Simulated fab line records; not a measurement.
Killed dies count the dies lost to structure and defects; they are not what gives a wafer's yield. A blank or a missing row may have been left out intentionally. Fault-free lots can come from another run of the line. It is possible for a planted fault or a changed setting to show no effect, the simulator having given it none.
fab line records :: flow gf180mcu
[record]
  lots = 6
  wafers = 18
  lastDay = 32
route steps=602 shown V4@485
lots untouched by any fault: they come from a run of this same line in which no faults occurred
startH: the number of hours between the record's first day and the start of the first shown wafer of the lot :: waitH: hours since the lot's step before :: " identical to the entry in the row above :: L1.1+2: one row covering several wafers at once :: - no value present, or no start provided :: * or withheld: withheld :: < > ~ a bound
route shown NAME@n: names a module that has steps shown in the file, with the first one's number in the route :: usual: mean/standard deviation of fault-free wafers :: same: alike in all rows :: chamber/n: place in a boat :: sites: readings site by site :: _std_site: how widely they spread, as a standard deviation :: _edge_site: inner sites' mean taken away from outer sites' mean :: radiusMm: for every site, how far away it sits from the centre of the wafer :: mask NAME#n: copy n :: behind: tool/chamber where the wafer was last shaped :: hold: why the lot went on hold/how many hours it stayed there/how the hold came to an end :: device: the n, p or np transistor that did not switch :: end of line: at the end of the route, the tests of the same wafers :: where a step has no rows: the recipe by itself :: killed: at the first sort, the dies lost to defects and structure; wafer yield is something else :: map: the dies of a wafer, with x for killed, . for not killed, _ for no die there
set.NAME: the run value of the setting; set.NAME@STEP: its run value at that earlier step :: model.NAME: the simulator's own value behind a step, which no gauge read
certain route steps with their lots: each step a table, each wafer a row
services: from which hour (startH, from the record's first day; less than 0 if before it) a tool's chamber was out of use, for how many hours, and why
[[steps]]
[step GF_V4_COAT_09]
[recipe]
  resist = KrF
  spinRpm = withheld
  resistThkNm = 1000
[step GF_V4_SOFTBAKE_10]
[recipe]
  tempC = 130
  timeS = 60
  resist = KrF
[step GF_V4_EXPOSE_11]
[recipe]
  maskId = Via4
  targetCdNm = 260
  na = 0.68
  sourceShape = conventional
  sigmaOuter = 0.6
  doseMj = 38
[step GF_V4_PEB_12]
[recipe]
  pebTempC = 135
  pebTimeS = 90
  resist = KrF
[step GF_V4_DEVELOP_13]
[recipe]
  developTimeS = 60
  resist = KrF
  devTempC = 21
[step GF_V4_CD_MEAS_14]
[recipe]
  targetCdNm = 260
[usual]
  cdNm = 260.0/1.4
lot.wafer: L802.1
tool: cdSem-01
chamber: -
startH: 559.10
waitH: 0.1
cdNm: 258.0

lot.wafer: L802.3
tool: cdSem-01
chamber: -
startH: 559.10
waitH: 0.1
cdNm: 258.6

lot.wafer: L802.4
tool: cdSem-01
chamber: -
startH: 559.10
waitH: 0.1
cdNm: 258.9

lot.wafer: L806.1
tool: cdSem-02
chamber: -
startH: 593.93
waitH: 0.2
cdNm: 258.2

lot.wafer: L806.4
tool: cdSem-02
chamber: -
startH: 593.93
waitH: 0.2
cdNm: 259.0

lot.wafer: L806.6
tool: cdSem-02
chamber: -
startH: 593.93
waitH: 0.2
cdNm: 258.5

lot.wafer: L808.1
tool: cdSem-02
chamber: -
startH: 610.81
waitH: 0.1
cdNm: 259.3

lot.wafer: L808.3
tool: cdSem-02
chamber: -
startH: 610.81
waitH: 0.1
cdNm: 259.6

lot.wafer: L808.4
tool: cdSem-02
chamber: -
startH: 610.81
waitH: 0.1
cdNm: 259.9

lot.wafer: L809.3
tool: cdSem-01
chamber: -
startH: 618.11
waitH: 0.2
cdNm: 258.3

lot.wafer: L809.4
tool: cdSem-01
chamber: -
startH: 618.11
waitH: 0.2
cdNm: 259.0

lot.wafer: L809.5
tool: cdSem-01
chamber: -
startH: 618.11
waitH: 0.2
cdNm: 257.9

lot.wafer: L810.3
tool: cdSem-01
chamber: -
startH: 623.70
waitH: 0.1
cdNm: 260.0

lot.wafer: L810.4
tool: cdSem-01
chamber: -
startH: 623.70
waitH: 0.1
cdNm: 261.0

lot.wafer: L810.6
tool: cdSem-01
chamber: -
startH: 623.70
waitH: 0.1
cdNm: 261.0

lot.wafer: L818.3
tool: cdSem-01
chamber: -
startH: 677.94
waitH: 0.1
cdNm: 260.7

lot.wafer: L818.5
tool: cdSem-01
chamber: -
startH: 677.94
waitH: 0.1
cdNm: 260.1

lot.wafer: L818.6
tool: cdSem-01
chamber: -
startH: 677.94
waitH: 0.1
cdNm: 260.0
[step GF_V4_OVL_MEAS_15]
[usual]
  V4_OVL = 0/6.7
lot.wafer: L802.1
tool: overlay-02
chamber: -
startH: 559.22
waitH: 0.1
V4_OVL[nm]: 4

lot.wafer: L802.3
tool: overlay-02
chamber: -
startH: 559.22
waitH: 0.1
V4_OVL[nm]: 3

lot.wafer: L802.4
tool: overlay-02
chamber: -
startH: 559.22
waitH: 0.1
V4_OVL[nm]: 5

lot.wafer: L806.1
tool: overlay-02
chamber: -
startH: 594.05
waitH: 0.1
V4_OVL[nm]: 4

lot.wafer: L806.4
tool: overlay-02
chamber: -
startH: 594.05
waitH: 0.1
V4_OVL[nm]: 4

lot.wafer: L806.6
tool: overlay-02
chamber: -
startH: 594.05
waitH: 0.1
V4_OVL[nm]: 0

lot.wafer: L808.1
tool: overlay-02
chamber: -
startH: 610.93
waitH: 0.1
V4_OVL[nm]: -12

lot.wafer: L808.3
tool: overlay-02
chamber: -
startH: 610.93
waitH: 0.1
V4_OVL[nm]: -15

lot.wafer: L808.4
tool: overlay-02
chamber: -
startH: 610.93
waitH: 0.1
V4_OVL[nm]: -11

lot.wafer: L809.3
tool: overlay-02
chamber: -
startH: 618.20
waitH: 0.1
V4_OVL[nm]: 6

lot.wafer: L809.4
tool: overlay-02
chamber: -
startH: 618.20
waitH: 0.1
V4_OVL[nm]: 9

lot.wafer: L809.5
tool: overlay-02
chamber: -
startH: 618.20
waitH: 0.1
V4_OVL[nm]: 5

lot.wafer: L810.3
tool: overlay-02
chamber: -
startH: 623.82
waitH: 0.1
V4_OVL[nm]: 3

lot.wafer: L810.4
tool: overlay-02
chamber: -
startH: 623.82
waitH: 0.1
V4_OVL[nm]: 14

lot.wafer: L810.6
tool: overlay-02
chamber: -
startH: 623.82
waitH: 0.1
V4_OVL[nm]: 1

lot.wafer: L818.3
tool: overlay-02
chamber: -
startH: 678.05
waitH: 0.1
V4_OVL[nm]: -4

lot.wafer: L818.5
tool: overlay-02
chamber: -
startH: 678.05
waitH: 0.1
V4_OVL[nm]: -3

lot.wafer: L818.6
tool: overlay-02
chamber: -
startH: 678.05
waitH: 0.1
V4_OVL[nm]: 5
[step GF_V4_ETCH_16]
[recipe]
  chemistry = N2/H2
  targetDepthA = withheld
  overetchA = withheld
  timeS = withheld
  target = BARC
  ionEnergyEv = 200
  sourceW = 500
  biasW = 100
  pressureMtorr = 30
  n2FlowSccm = 100
  h2FlowSccm = 200
[usual]
  drypumpMotorCurrentA = 5.6/0.4
  h2FlowSccm = 200.0/0.6
  oesProductAu = 0.855/0.0048
  throttleValvePct = 13.225/0.0089
lot.wafer: L802.1
tool: rieDiel-04
chamber: 2
startH: 559.26
waitH: 0.0
drypumpMotorCurrentA: 5.8
h2FlowSccm: 200.7
oesProductAu: 0.856
throttleValvePct: 13.213

lot.wafer: L802.3
tool: rieDiel-04
chamber: 1
startH: 559.26
waitH: 0.0
drypumpMotorCurrentA: 4.9
h2FlowSccm: 199.1
oesProductAu: 0.849
throttleValvePct: 13.232

lot.wafer: L802.4
tool: rieDiel-04
chamber: 0
startH: 559.26
waitH: 0.0
drypumpMotorCurrentA: 5.7
h2FlowSccm: 199.7
oesProductAu: 0.857
throttleValvePct: 13.235

lot.wafer: L806.1
tool: rieDiel-01
chamber: 0
startH: 594.09
waitH: 0.0
drypumpMotorCurrentA: 5.3
h2FlowSccm: 200.8
oesProductAu: 0.860
throttleValvePct: 13.214

lot.wafer: L806.4
tool: rieDiel-01
chamber: 1
startH: 594.09
waitH: 0.0
drypumpMotorCurrentA: 5.5
h2FlowSccm: 199.5
oesProductAu: 0.852
throttleValvePct: 13.225

lot.wafer: L806.6
tool: rieDiel-01
chamber: 0
startH: 594.09
waitH: 0.0
drypumpMotorCurrentA: 5.3
h2FlowSccm: 198.7
oesProductAu: 0.856
throttleValvePct: 13.221

lot.wafer: L808.1
tool: rieDiel-01
chamber: 1
startH: 610.97
waitH: 0.0
drypumpMotorCurrentA: 5.6
h2FlowSccm: 200.9
oesProductAu: 0.855
throttleValvePct: 13.230

lot.wafer: L808.3
tool: rieDiel-01
chamber: 3
startH: 610.97
waitH: 0.0
drypumpMotorCurrentA: 6.1
h2FlowSccm: 198.5
oesProductAu: 0.854
throttleValvePct: 13.241

lot.wafer: L808.4
tool: rieDiel-01
chamber: 0
startH: 610.97
waitH: 0.0
drypumpMotorCurrentA: 5.3
h2FlowSccm: 200.0
oesProductAu: 0.856
throttleValvePct: 13.225

lot.wafer: L809.3
tool: rieDiel-01
chamber: 1
startH: 618.23
waitH: 0.0
drypumpMotorCurrentA: 5.5
h2FlowSccm: 199.6
oesProductAu: 0.852
throttleValvePct: 13.225

lot.wafer: L809.4
tool: rieDiel-01
chamber: 3
startH: 618.23
waitH: 0.0
drypumpMotorCurrentA: 6.1
h2FlowSccm: 200.6
oesProductAu: 0.848
throttleValvePct: 13.217

lot.wafer: L809.5
tool: rieDiel-01
chamber: 1
startH: 618.23
waitH: 0.0
drypumpMotorCurrentA: 5.5
h2FlowSccm: 200.0
oesProductAu: 0.852
throttleValvePct: 13.232

lot.wafer: L810.3
tool: rieDiel-01
chamber: 2
startH: 623.84
waitH: 0.0
drypumpMotorCurrentA: 5.9
h2FlowSccm: 200.7
oesProductAu: 0.858
throttleValvePct: 13.214

lot.wafer: L810.4
tool: rieDiel-01
chamber: 3
startH: 623.84
waitH: 0.0
drypumpMotorCurrentA: 6.1
h2FlowSccm: 200.7
oesProductAu: 0.857
throttleValvePct: 13.208

lot.wafer: L810.6
tool: rieDiel-01
chamber: 2
startH: 623.84
waitH: 0.0
drypumpMotorCurrentA: 5.9
h2FlowSccm: 199.8
oesProductAu: 0.859
throttleValvePct: 13.224

lot.wafer: L818.3
tool: rieDiel-01
chamber: 0
startH: 678.07
waitH: 0.0
drypumpMotorCurrentA: 5.2
h2FlowSccm: 201.0
oesProductAu: 0.860
throttleValvePct: 13.231

lot.wafer: L818.5
tool: rieDiel-01
chamber: 2
startH: 678.07
waitH: 0.0
drypumpMotorCurrentA: 5.9
h2FlowSccm: 200.1
oesProductAu: 0.863
throttleValvePct: 13.232

lot.wafer: L818.6
tool: rieDiel-01
chamber: 0
startH: 678.07
waitH: 0.0
drypumpMotorCurrentA: 5.3
h2FlowSccm: 200.8
oesProductAu: 0.857
throttleValvePct: 13.213
[step GF_V4_ETCH_17]
[recipe]
  chemistry = C4F8/O2/Ar
  maskMaterial = KrF
  target = SiO2
  stopOn = TiN
  sourceW = 1500
  biasW = 1200
  pressureMtorr = 40
  c4f8FlowSccm = withheld
  O2_flow_sccm = 6
  Ar_flow_sccm = 300
  timeS = withheld
  targetDepthA = 6300
[usual]
  oesProductAu = 0.855/0.0051
lot.wafer: L802.1
tool: rieDiel-04
chamber: 2
startH: -
waitH: -
oesProductAu: 0.858

lot.wafer: L802.3
tool: rieDiel-04
chamber: 1
startH: -
waitH: -
oesProductAu: 0.853

lot.wafer: L802.4
tool: rieDiel-04
chamber: 0
startH: -
waitH: -
oesProductAu: 0.857

lot.wafer: L806.1
tool: rieDiel-01
chamber: 0
startH: -
waitH: -
oesProductAu: 0.853

lot.wafer: L806.4
tool: rieDiel-01
chamber: 1
startH: -
waitH: -
oesProductAu: 0.855

lot.wafer: L806.6
tool: rieDiel-01
chamber: 0
startH: -
waitH: -
oesProductAu: 0.855

lot.wafer: L808.1
tool: rieDiel-01
chamber: 1
startH: -
waitH: -
oesProductAu: 0.861

lot.wafer: L808.3
tool: rieDiel-01
chamber: 3
startH: -
waitH: -
oesProductAu: 0.851

lot.wafer: L808.4
tool: rieDiel-01
chamber: 0
startH: -
waitH: -
oesProductAu: 0.857

lot.wafer: L809.3
tool: rieDiel-01
chamber: 1
startH: -
waitH: -
oesProductAu: 0.855

lot.wafer: L809.4
tool: rieDiel-01
chamber: 3
startH: -
waitH: -
oesProductAu: 0.852

lot.wafer: L809.5
tool: rieDiel-01
chamber: 1
startH: -
waitH: -
oesProductAu: 0.850

lot.wafer: L810.3
tool: rieDiel-01
chamber: 2
startH: -
waitH: -
oesProductAu: 0.851

lot.wafer: L810.4
tool: rieDiel-01
chamber: 3
startH: -
waitH: -
oesProductAu: 0.860

lot.wafer: L810.6
tool: rieDiel-01
chamber: 2
startH: -
waitH: -
oesProductAu: 0.861

lot.wafer: L818.3
tool: rieDiel-01
chamber: 0
startH: -
waitH: -
oesProductAu: 0.868

lot.wafer: L818.5
tool: rieDiel-01
chamber: 2
startH: -
waitH: -
oesProductAu: 0.865

lot.wafer: L818.6
tool: rieDiel-01
chamber: 0
startH: -
waitH: -
oesProductAu: 0.863
[step GF_V4_STRIP_18]
[recipe]
  chemistry = O2/N2
  powerW = 1400
  pressureMtorr = 1500
  platenTempC = 250
  o2FlowSccm = 3000
  n2FlowSccm = 300
  overashFraction = 0.5
[usual]
  drypumpMotorCurrentA = 5.7/0.56
  heaterPowerW = 340/30
  oesProductAu = 0.592/0.0049
lot.wafer: L802.1
tool: plasmaAsher-04
chamber: 1
startH: 559.39
waitH: -
drypumpMotorCurrentA: 5.3
heaterPowerW: 294
oesProductAu: 0.592
rfHoursCounterH: 97

lot.wafer: L802.3
tool: plasmaAsher-04
chamber: 0
startH: 559.39
waitH: -
drypumpMotorCurrentA: 6.5
heaterPowerW: 328
oesProductAu: 0.594
rfHoursCounterH: -

lot.wafer: L802.4
tool: plasmaAsher-04
chamber: 1
startH: 559.39
waitH: -
drypumpMotorCurrentA: 5.3
heaterPowerW: 306
oesProductAu: 0.584
rfHoursCounterH: -

lot.wafer: L806.1
tool: plasmaAsher-03
chamber: 0
startH: 594.22
waitH: -
drypumpMotorCurrentA: 5.3
heaterPowerW: 397
oesProductAu: 0.595
rfHoursCounterH: 52

lot.wafer: L806.4
tool: plasmaAsher-03
chamber: 0
startH: 594.22
waitH: -
drypumpMotorCurrentA: 5.3
heaterPowerW: 394
oesProductAu: 0.594
rfHoursCounterH: -

lot.wafer: L806.6
tool: plasmaAsher-03
chamber: 1
startH: 594.22
waitH: -
drypumpMotorCurrentA: 5.7
heaterPowerW: 373
oesProductAu: 0.592
rfHoursCounterH: -

lot.wafer: L808.1
tool: plasmaAsher-01
chamber: 0
startH: 611.10
waitH: -
drypumpMotorCurrentA: 5.0
heaterPowerW: 326
oesProductAu: 0.595
rfHoursCounterH: 78

lot.wafer: L808.3
tool: plasmaAsher-01
chamber: 0
startH: 611.10
waitH: -
drypumpMotorCurrentA: 5.0
heaterPowerW: 332
oesProductAu: 0.587
rfHoursCounterH: -

lot.wafer: L808.4
tool: plasmaAsher-01
chamber: 1
startH: 611.10
waitH: -
drypumpMotorCurrentA: 6.1
heaterPowerW: 340
oesProductAu: 0.590
rfHoursCounterH: -

lot.wafer: L809.3
tool: plasmaAsher-04
chamber: 0
startH: 618.39
waitH: -
drypumpMotorCurrentA: 6.5
heaterPowerW: 319
oesProductAu: 0.592
rfHoursCounterH: -

lot.wafer: L809.4
tool: plasmaAsher-04
chamber: 1
startH: 618.39
waitH: -
drypumpMotorCurrentA: 5.3
heaterPowerW: 305
oesProductAu: 0.589
rfHoursCounterH: -

lot.wafer: L809.5
tool: plasmaAsher-04
chamber: 1
startH: 618.39
waitH: -
drypumpMotorCurrentA: 5.3
heaterPowerW: 298
oesProductAu: 0.595
rfHoursCounterH: -

lot.wafer: L810.3
tool: plasmaAsher-04
chamber: 0
startH: 624.00
waitH: -
drypumpMotorCurrentA: 6.6
heaterPowerW: 326
oesProductAu: 0.599
rfHoursCounterH: -

lot.wafer: L810.4
tool: plasmaAsher-04
chamber: 1
startH: 624.00
waitH: -
drypumpMotorCurrentA: 5.3
heaterPowerW: 306
oesProductAu: 0.581
rfHoursCounterH: -

lot.wafer: L810.6
tool: plasmaAsher-04
chamber: 0
startH: 624.00
waitH: -
drypumpMotorCurrentA: 6.6
heaterPowerW: 332
oesProductAu: 0.595
rfHoursCounterH: -

lot.wafer: L818.3
tool: plasmaAsher-01
chamber: 0
startH: 678.24
waitH: -
drypumpMotorCurrentA: 5.0
heaterPowerW: 327
oesProductAu: 0.582
rfHoursCounterH: -

lot.wafer: L818.5
tool: plasmaAsher-01
chamber: 0
startH: 678.24
waitH: -
drypumpMotorCurrentA: 5.0
heaterPowerW: 327
oesProductAu: 0.586
rfHoursCounterH: -

lot.wafer: L818.6
tool: plasmaAsher-01
chamber: 1
startH: 678.24
waitH: -
drypumpMotorCurrentA: 6.1
heaterPowerW: 354
oesProductAu: 0.595
rfHoursCounterH: -
[step GF_V4_STRIP_19]
[recipe]
  chemistry = postEtchResidueRemover
  timeS = 1200
  tempC = 72.5
[step GF_V4_CLEAN_20]
[recipe]
  chemistry = DIW
  dry = n2Spin
[step GF_V4_SPUTTER_21]
[recipe]
  material = Ti
  targetThkNm = 15
  chamberPressurePa = 5
  powerW = 2500
  substrateTempC = 200
  timeS = 80.02
[usual]
  cathodeDcPowerW = 2500.0/0.44
  chamberPressurePa = 5.001/0.01
  throttleValvePct = 30.5/1.6
lot.wafer: L802.1
tool: pvdSputter-01
chamber: -
startH: 559.92
waitH: 0.0
cathodeDcPowerW: 2500.5
chamberPressurePa: 5.001
throttleValvePct: 28.2

lot.wafer: L802.3
tool: pvdSputter-01
chamber: -
startH: 559.92
waitH: 0.0
cathodeDcPowerW: 2499.7
chamberPressurePa: 4.991
throttleValvePct: 30.7

lot.wafer: L802.4
tool: pvdSputter-01
chamber: -
startH: 559.92
waitH: 0.0
cathodeDcPowerW: 2499.7
chamberPressurePa: 5.018
throttleValvePct: 28.9

lot.wafer: L806.1
tool: pvdSputter-04
chamber: -
startH: 594.78
waitH: 0.0
cathodeDcPowerW: 2499.4
chamberPressurePa: 5.008
throttleValvePct: 28.2

lot.wafer: L806.4
tool: pvdSputter-04
chamber: -
startH: 594.78
waitH: 0.0
cathodeDcPowerW: 2500.5
chamberPressurePa: 5.012
throttleValvePct: 31.8

lot.wafer: L806.6
tool: pvdSputter-04
chamber: -
startH: 594.78
waitH: 0.0
cathodeDcPowerW: 2499.8
chamberPressurePa: 4.989
throttleValvePct: 29.4

lot.wafer: L808.1
tool: pvdSputter-01
chamber: -
startH: 611.63
waitH: 0.0
cathodeDcPowerW: -
chamberPressurePa: -
throttleValvePct: -

lot.wafer: L808.3
tool: pvdSputter-01
chamber: -
startH: 611.63
waitH: 0.0
cathodeDcPowerW: -
chamberPressurePa: -
throttleValvePct: -

lot.wafer: L808.4
tool: pvdSputter-01
chamber: -
startH: 611.63
waitH: 0.0
cathodeDcPowerW: -
chamberPressurePa: -
throttleValvePct: -

lot.wafer: L809.3
tool: pvdSputter-04
chamber: -
startH: 618.93
waitH: 0.0
cathodeDcPowerW: -
chamberPressurePa: -
throttleValvePct: -

lot.wafer: L809.4
tool: pvdSputter-04
chamber: -
startH: 618.93
waitH: 0.0
cathodeDcPowerW: -
chamberPressurePa: -
throttleValvePct: -

lot.wafer: L809.5
tool: pvdSputter-04
chamber: -
startH: 618.93
waitH: 0.0
cathodeDcPowerW: -
chamberPressurePa: -
throttleValvePct: -

lot.wafer: L810.3
tool: pvdSputter-02
chamber: -
startH: 624.51
waitH: 0.0
cathodeDcPowerW: 2499.7
chamberPressurePa: 5.001
throttleValvePct: 28.6

lot.wafer: L810.4
tool: pvdSputter-02
chamber: -
startH: 624.51
waitH: 0.0
cathodeDcPowerW: 2499.6
chamberPressurePa: 5.006
throttleValvePct: 31.6

lot.wafer: L810.6
tool: pvdSputter-02
chamber: -
startH: 624.51
waitH: 0.0
cathodeDcPowerW: 2499.8
chamberPressurePa: 4.995
throttleValvePct: 32.1

lot.wafer: L818.3
tool: pvdSputter-02
chamber: -
startH: 678.75
waitH: 0.0
cathodeDcPowerW: 2500.0
chamberPressurePa: 5.005
throttleValvePct: 32.0

lot.wafer: L818.5
tool: pvdSputter-02
chamber: -
startH: 678.75
waitH: 0.0
cathodeDcPowerW: 2499.9
chamberPressurePa: 4.996
throttleValvePct: 33.2

lot.wafer: L818.6
tool: pvdSputter-02
chamber: -
startH: 678.75
waitH: 0.0
cathodeDcPowerW: 2499.3
chamberPressurePa: 4.997
throttleValvePct: 31.1
[step GF_V4_SPUTTER_22]
[recipe]
  material = TiN
  targetThkNm = 10
  chamberPressurePa = 5
  powerW = 4000
  timeS = 40
[usual]
  cathodeDcPowerW = 4000.0/0.65
  chamberPressurePa = 5.000/0.0084
  throttleValvePct = 30.5/1.6
lot.wafer: L802.1
tool: pvdSputter-01
chamber: -
startH: 559.98
waitH: 0.0
cathodeDcPowerW: 4000.4
chamberPressurePa: 5.011
throttleValvePct: 27.8

lot.wafer: L802.3
tool: pvdSputter-01
chamber: -
startH: 559.98
waitH: 0.0
cathodeDcPowerW: 4001.3
chamberPressurePa: 5.014
throttleValvePct: 30.6

lot.wafer: L802.4
tool: pvdSputter-01
chamber: -
startH: 559.98
waitH: 0.0
cathodeDcPowerW: 4000.3
chamberPressurePa: 4.997
throttleValvePct: 28.8

lot.wafer: L806.1
tool: pvdSputter-04
chamber: -
startH: 594.85
waitH: 0.0
cathodeDcPowerW: 3999.7
chamberPressurePa: 5.005
throttleValvePct: 28.1

lot.wafer: L806.4
tool: pvdSputter-04
chamber: -
startH: 594.85
waitH: 0.0
cathodeDcPowerW: 4001.0
chamberPressurePa: 5.003
throttleValvePct: 31.4

lot.wafer: L806.6
tool: pvdSputter-04
chamber: -
startH: 594.85
waitH: 0.0
cathodeDcPowerW: 4000.3
chamberPressurePa: 4.992
throttleValvePct: 29.1

lot.wafer: L808.1
tool: pvdSputter-01
chamber: -
startH: 611.69
waitH: 0.0
cathodeDcPowerW: 3999.6
chamberPressurePa: 4.992
throttleValvePct: 29.3

lot.wafer: L808.3
tool: pvdSputter-01
chamber: -
startH: 611.69
waitH: 0.0
cathodeDcPowerW: 3999.6
chamberPressurePa: 5.006
throttleValvePct: 30.0

lot.wafer: L808.4
tool: pvdSputter-01
chamber: -
startH: 611.69
waitH: 0.0
cathodeDcPowerW: 4000.8
chamberPressurePa: 5.001
throttleValvePct: 30.6

lot.wafer: L809.3
tool: pvdSputter-04
chamber: -
startH: 618.99
waitH: 0.0
cathodeDcPowerW: 3999.1
chamberPressurePa: 4.994
throttleValvePct: 29.3

lot.wafer: L809.4
tool: pvdSputter-04
chamber: -
startH: 618.99
waitH: 0.0
cathodeDcPowerW: 4000.9
chamberPressurePa: 5.004
throttleValvePct: 30.0

lot.wafer: L809.5
tool: pvdSputter-04
chamber: -
startH: 618.99
waitH: 0.0
cathodeDcPowerW: 3999.9
chamberPressurePa: 5.008
throttleValvePct: 31.4

lot.wafer: L810.3
tool: pvdSputter-02
chamber: -
startH: 624.57
waitH: 0.0
cathodeDcPowerW: 4000.6
chamberPressurePa: 4.998
throttleValvePct: 28.6

lot.wafer: L810.4
tool: pvdSputter-02
chamber: -
startH: 624.57
waitH: 0.0
cathodeDcPowerW: 3998.9
chamberPressurePa: 4.993
throttleValvePct: 31.8

lot.wafer: L810.6
tool: pvdSputter-02
chamber: -
startH: 624.57
waitH: 0.0
cathodeDcPowerW: 3998.7
chamberPressurePa: 5.012
throttleValvePct: 32.0

lot.wafer: L818.3
tool: pvdSputter-02
chamber: -
startH: 678.81
waitH: 0.0
cathodeDcPowerW: 3999.1
chamberPressurePa: 4.982
throttleValvePct: 31.7

lot.wafer: L818.5
tool: pvdSputter-02
chamber: -
startH: 678.81
waitH: 0.0
cathodeDcPowerW: 3999.5
chamberPressurePa: 4.992
throttleValvePct: 33.2

lot.wafer: L818.6
tool: pvdSputter-02
chamber: -
startH: 678.81
waitH: 0.0
cathodeDcPowerW: 4000.5
chamberPressurePa: 4.994
throttleValvePct: 31.1
[[services]]
tool: pvdSputter-02
chamber: -
startH: 537.92
hours: 3.6
kind: repair

tool: rieDiel-01
chamber: -
startH: 551.97
hours: 0.2
kind: repair

tool: rieDiel-01
chamber: 1
startH: 559.88
hours: 2.4
kind: repair

tool: plasmaAsher-04
chamber: -
startH: 572.04
hours: 1.2
kind: repair

tool: plasmaAsher-03
chamber: -
startH: 589.12
hours: 0.8
kind: repair

tool: rieDiel-04
chamber: -
startH: 589.79
hours: 3.0
kind: repair

tool: plasmaAsher-03
chamber: -
startH: 628.80
hours: 9.9
kind: pm

tool: rieDiel-04
chamber: 1
startH: 647.58
hours: 8.2
kind: repair

tool: plasmaAsher-04
chamber: -
startH: 656.84
hours: 2.3
kind: repair

tool: plasmaAsher-04
chamber: -
startH: 658.31
hours: 0.5
kind: repair

tool: rieDiel-01
chamber: 3
startH: 663.96
hours: -
kind: clean

tool: rieDiel-01
chamber: 3
startH: 663.96
hours: 20.7
kind: scheduledDown

tool: rieDiel-01
chamber: 3
startH: 663.96
hours: 20.7
kind: ventCycle
[[key]]
[firstSign]
  step = GF_V4_SPUTTER_21
  reading = toolRecord
  direction = missing
effect none on later readings
metAt GF_V4_SPUTTER_21
struckWafers L808.1,L808.3,L808.4,L809.3,L809.4,L809.5
laterRowsLeftOut L808.1,L808.3,L808.4,L809.3,L809.4,L809.5
sortLeftOut L808.1,L808.3,L808.4,L809.3,L809.4,L809.5
onsetBetween 594.78 611.63
[fault]
  kind = skippedStepWhole
  tool = pvdSputter-01,pvdSputter-04
  chamber = -
  onsetH = 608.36
  steps = GF_V4_SPUTTER_21
  scope = struckLotsOnly
// sortLeftOut: the simulated sort isn't trusted on such a fault, so these wafers' sort isn't shown, and their yield isn't known
// laterRowsLeftOut: the simulator's readings of these wafers behind a module that went badly wrong aren't trusted and aren't shown, but for the sort
